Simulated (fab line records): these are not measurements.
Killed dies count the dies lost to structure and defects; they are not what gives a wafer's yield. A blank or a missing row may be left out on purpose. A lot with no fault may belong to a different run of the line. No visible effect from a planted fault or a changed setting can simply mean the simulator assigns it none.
Which of the tools did it? / flow gf180mcu / Sampling: 14 lots, 42 wafers, 5 of 602 route steps

WHAT THE GAUGES READ, wafer by wafer
GF_STI_CD_MEAS_12: the cd target is 220 nm.
lot=L683; measured=day 2 01:18; on=cdSem-02; cdNm (nm)=220.3 218.5 219.3
lot=L684; measured=day 2 06:22; on=cdSem-01; cdNm (nm)=220.8 221.4 221.1
lot=L685; measured=day 2 11:15; on=cdSem-01; cdNm (nm)=219.5 221.7 220.4
lot=L687; measured=day 2 21:03; on=cdSem-02; cdNm (nm)=218.3 218.7 219.1
lot=L688; measured=day 3 02:53; on=cdSem-01; cdNm (nm)=219.5 218.4 219.6
lot=L689; measured=day 3 08:59; on=cdSem-02; cdNm (nm)=219.5 217.8 219.8
lot=L690; measured=day 3 12:59; on=cdSem-02; cdNm (nm)=220.3 219.7 218.6
lot=L691; measured=day 3 18:52; on=cdSem-02; cdNm (nm)=219.7 220.9 221.3
lot=L692; measured=day 4 04:20; on=cdSem-02; cdNm (nm)=220.8 220.0 219.7
lot=L693; measured=day 4 08:26; on=cdSem-01; cdNm (nm)=220.8 220.6 221.3
lot=L695; measured=day 4 15:45; on=cdSem-01; cdNm (nm)=220.2 221.2 220.5
lot=L697; measured=day 5 02:17; on=cdSem-01; cdNm (nm)=220.8 219.9 220.1
lot=L698; measured=day 5 08:26; on=cdSem-01; cdNm (nm)=220.3 219.9 220.2
lot=L705; measured=day 6 17:58; on=cdSem-01; cdNm (nm)=218.0 218.0 218.5

GF_VT_IMPLANT_TW_MEAS_43.
lot=L683; measured=day 7 13:47; on=filmMetro-03; VT_IMPLANT_4_TW=688 688 690
lot=L684; measured=day 7 19:32; on=filmMetro-03; VT_IMPLANT_4_TW=692 690 691
lot=L685; measured=day 8 00:50; on=filmMetro-04; VT_IMPLANT_4_TW=685 687 690
lot=L687; measured=day 8 13:18; on=filmMetro-01; VT_IMPLANT_4_TW=698 700 702
lot=L688; measured=day 8 20:19; on=filmMetro-01; VT_IMPLANT_4_TW=694 696 698
lot=L689; measured=day 9 04:46; on=filmMetro-04; VT_IMPLANT_4_TW=687 689 685
lot=L690; measured=day 9 10:46; on=filmMetro-04; VT_IMPLANT_4_TW=691 690 689
lot=L691; measured=day 9 18:19; on=filmMetro-04; VT_IMPLANT_4_TW=687 688 689
lot=L692; measured=day 10 05:11; on=filmMetro-04; VT_IMPLANT_4_TW=684 683 689
lot=L693; measured=day 10 18:15; on=filmMetro-03; VT_IMPLANT_4_TW=695 692 692
lot=L695; measured=day 11 02:17; on=filmMetro-01; VT_IMPLANT_4_TW=625 624 626 626 627 628
lot=L697; measured=day 11 12:16; on=filmMetro-03; VT_IMPLANT_4_TW=618 621 619 617 620 621
lot=L698; measured=day 11 20:23; on=filmMetro-04; VT_IMPLANT_4_TW=683 687 687
lot=L705; measured=day 13 14:28; on=filmMetro-03; VT_IMPLANT_4_TW=696 696 695

GF_HV_LDD_OVL_MEAS_08.
lot=L683; measured=day 10 01:29; on=overlay-01; HV_LDD_OVL (nm)=-3.0 -2.8 -2.8
lot=L684; measured=day 10 06:12; on=overlay-01; HV_LDD_OVL (nm)=1.4 1.3 2.0
lot=L685; measured=day 10 13:09; on=overlay-01; HV_LDD_OVL (nm)=1.2 -0.7 -0.2
lot=L687; measured=day 11 01:51; on=overlay-01; HV_LDD_OVL (nm)=1.0 0.2 0.8
lot=L688; measured=day 11 09:55; on=overlay-01; HV_LDD_OVL (nm)=3.0 -0.9 1.8
lot=L689; measured=day 11 20:29; on=overlay-01; HV_LDD_OVL (nm)=0.5 -0.1 -0.7
lot=L690; measured=day 12 02:40; on=overlay-01; HV_LDD_OVL (nm)=-0.5 0.6 2.0
lot=L691; measured=day 12 09:32; on=overlay-02; HV_LDD_OVL (nm)=-3.7 -2.4 -1.3
lot=L692; measured=day 13 03:41; on=overlay-02; HV_LDD_OVL (nm)=-1.5 -1.2 -1.9
lot=L693; measured=day 13 12:00; on=overlay-01; HV_LDD_OVL (nm)=-1.6 -0.5 -0.4
lot=L695; measured=day 13 23:47; on=overlay-02; HV_LDD_OVL (nm)=-0.7 0.8 -1.2
lot=L697; measured=day 14 08:17; on=overlay-02; HV_LDD_OVL (nm)=0.9 0.2 -1.9
lot=L698; measured=day 14 18:34; on=overlay-01; HV_LDD_OVL (nm)=0.1 -1.4 -0.3
lot=L705; measured=day 16 16:09; on=overlay-01; HV_LDD_OVL (nm)=-0.5 2.2 -0.5

GF_HV_LDD_OVL_MEAS_47.
lot=L683; measured=day 12 10:59; on=overlay-01; HV_LDD_03_OVL (nm)=-0.5 0.6 -1.9
lot=L684; measured=day 12 15:02; on=overlay-01; HV_LDD_03_OVL (nm)=-2.0 -1.7 -0.7
lot=L685; measured=day 12 22:41; on=overlay-02; HV_LDD_03_OVL (nm)=-0.3 0.2 -0.8
lot=L687; measured=day 13 12:38; on=overlay-02; HV_LDD_03_OVL (nm)=-0.5 -1.5 -0.6
lot=L688; measured=day 13 20:37; on=overlay-02; HV_LDD_03_OVL (nm)=-0.4 -2.0 -1.8
lot=L689; measured=day 14 08:17; on=overlay-01; HV_LDD_03_OVL (nm)=0.3 -0.6 0.2
lot=L690; measured=day 14 18:12; on=overlay-01; HV_LDD_03_OVL (nm)=-2.8 -1.9 -2.5
lot=L691; measured=day 15 00:18; on=overlay-02; HV_LDD_03_OVL (nm)=-3.5 -1.1 -1.2
lot=L692; measured=day 15 19:38; on=overlay-02; HV_LDD_03_OVL (nm)=-0.3 1.2 1.6
lot=L693; measured=day 16 04:39; on=overlay-01; HV_LDD_03_OVL (nm)=-1.6 -2.1 -3.9
lot=L695; measured=day 16 15:38; on=overlay-01; HV_LDD_03_OVL (nm)=-1.7 -0.3 -1.2
lot=L697; measured=day 17 02:35; on=overlay-01; HV_LDD_03_OVL (nm)=-2.0 -0.6 -1.3
lot=L698; measured=day 17 14:15; on=overlay-01; HV_LDD_03_OVL (nm)=-2.4 0.3 -1.1
lot=L705; measured=day 19 16:08; on=overlay-02; HV_LDD_03_OVL (nm)=-3.1 -1.1 -1.4

TOOL THAT RAN EACH LOT (tool first, then ch and the chambers of the sampled wafers, then the start)
lot=L683; GF_VT_IMPLANT_IMPLANT_41=implanter-02 ch 0, day 7 13:32
lot=L684; GF_VT_IMPLANT_IMPLANT_41=implanter-03 ch 0, day 7 19:17
lot=L685; GF_VT_IMPLANT_IMPLANT_41=implanter-04 ch 0, day 8 00:35
lot=L687; GF_VT_IMPLANT_IMPLANT_41=implanter-04 ch 0, day 8 13:03
lot=L688; GF_VT_IMPLANT_IMPLANT_41=implanter-02 ch 0, day 8 20:07
lot=L689; GF_VT_IMPLANT_IMPLANT_41=implanter-04 ch 0, day 9 04:31
lot=L690; GF_VT_IMPLANT_IMPLANT_41=implanter-04 ch 0, day 9 10:32
lot=L691; GF_VT_IMPLANT_IMPLANT_41=implanter-03 ch 0, day 9 18:05
lot=L692; GF_VT_IMPLANT_IMPLANT_41=implanter-03 ch 0, day 10 04:56
lot=L693; GF_VT_IMPLANT_IMPLANT_41=implanter-02 ch 0, day 10 18:01
lot=L695; GF_VT_IMPLANT_IMPLANT_41=implanter-03 ch 0, day 11 02:02
lot=L697; GF_VT_IMPLANT_IMPLANT_41=implanter-03 ch 0, day 11 12:01
lot=L698; GF_VT_IMPLANT_IMPLANT_41=implanter-04 ch 0, day 11 20:11
lot=L705; GF_VT_IMPLANT_IMPLANT_41=implanter-02 ch 0, day 13 14:14
- GF_VT_IMPLANT_IMPLANT_41

AS READ BY THE TOOLS THEMSELVES (means over the sampled wafers that have a number; for cases with no such wafer, the mark the record gives instead)
GF_VT_IMPLANT_IMPLANT_41.
lot=L683; tool=implanter-02; faradayCurrentUA=5.73; tiltDeg (degrees)=6.974
lot=L684; tool=implanter-03; faradayCurrentUA=5.74; tiltDeg (degrees)=6.993
lot=L685; tool=implanter-04; faradayCurrentUA=5.79; tiltDeg (degrees)=7.018
lot=L687; tool=implanter-04; faradayCurrentUA=5.65; tiltDeg (degrees)=7.010
lot=L688; tool=implanter-02; faradayCurrentUA=5.62; tiltDeg (degrees)=7.017
lot=L689; tool=implanter-04; faradayCurrentUA=5.61; tiltDeg (degrees)=6.985
lot=L690; tool=implanter-04; faradayCurrentUA=5.56; tiltDeg (degrees)=6.977
lot=L691; tool=implanter-03; faradayCurrentUA=5.76; tiltDeg (degrees)=7.006
lot=L692; tool=implanter-03; faradayCurrentUA=5.74; tiltDeg (degrees)=6.975
lot=L693; tool=implanter-02; faradayCurrentUA=5.72; tiltDeg (degrees)=6.996
lot=L695; tool=implanter-03; faradayCurrentUA=5.69; tiltDeg (degrees)=-0.004
lot=L697; tool=implanter-03; faradayCurrentUA=5.79; tiltDeg (degrees)=-0.024
lot=L698; tool=implanter-04; faradayCurrentUA=5.67; tiltDeg (degrees)=6.998
lot=L705; tool=implanter-02; faradayCurrentUA=5.77; tiltDeg (degrees)=7.001

THE ANSWER, worked out from the rows above alone
Rule: the usual values come from the lots themselves. Put in order of their means at a reading, lots are off if they are a third of the lots or fewer, leave a main group of 4 or more, and stand apart from it by a gap of 3 or more times the standard deviation of the main group's means; of several such gaps the widest counts. If all means in a main group match to the digits the tables above print for the reading, that group is not used. Also off: a lot with no number at a reading for which 4 or more lots have one. All remaining lots with rows at the step are treated as sound. Order of review: gauges by route order, followed by the tools' own readings, for which a lot's mean as printed above is used. At the first step where some lot is off, the reading lying furthest off is the one used; lots without a number count as furthest.
Off: at GF_VT_IMPLANT_TW_MEAS_43 (VT_IMPLANT_4_TW), L695, L697. For the main group the mean is 691 and the standard deviation 4.4.
If a tool, at a process step before that reading, ran all the lots that are off and no sound lot after the first of them, it fits. The gauges at GF_VT_IMPLANT_TW_MEAS_43 aren't tried: what is off there is off at GF_VT_IMPLANT_IMPLANT_41 too, on other tools, and a gauge's error can't cause that. One fits: implanter-03 at GF_VT_IMPLANT_IMPLANT_41. A fault onset in the window from L692 (day 10 04:56, its last sound lot) to L695 (day 11 02:02, its first lot off) fits.
The tool's own readings at GF_VT_IMPLANT_IMPLANT_41 bear it out: on the lots that are off they differ by more than 5 times the standard deviation of the sound lots' means. tiltDeg reads -0.014 degrees there against 6.996 degrees on the sound lots.

WHAT THE SIMULATOR HAD INSERTED
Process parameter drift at GF_VT_IMPLANT_IMPLANT_41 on implanter-03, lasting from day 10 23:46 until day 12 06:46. Setting tiltDeg shifted by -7 from 7. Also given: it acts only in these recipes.
Struck lots among those shown: L695, L697. Same finding as the rule above.
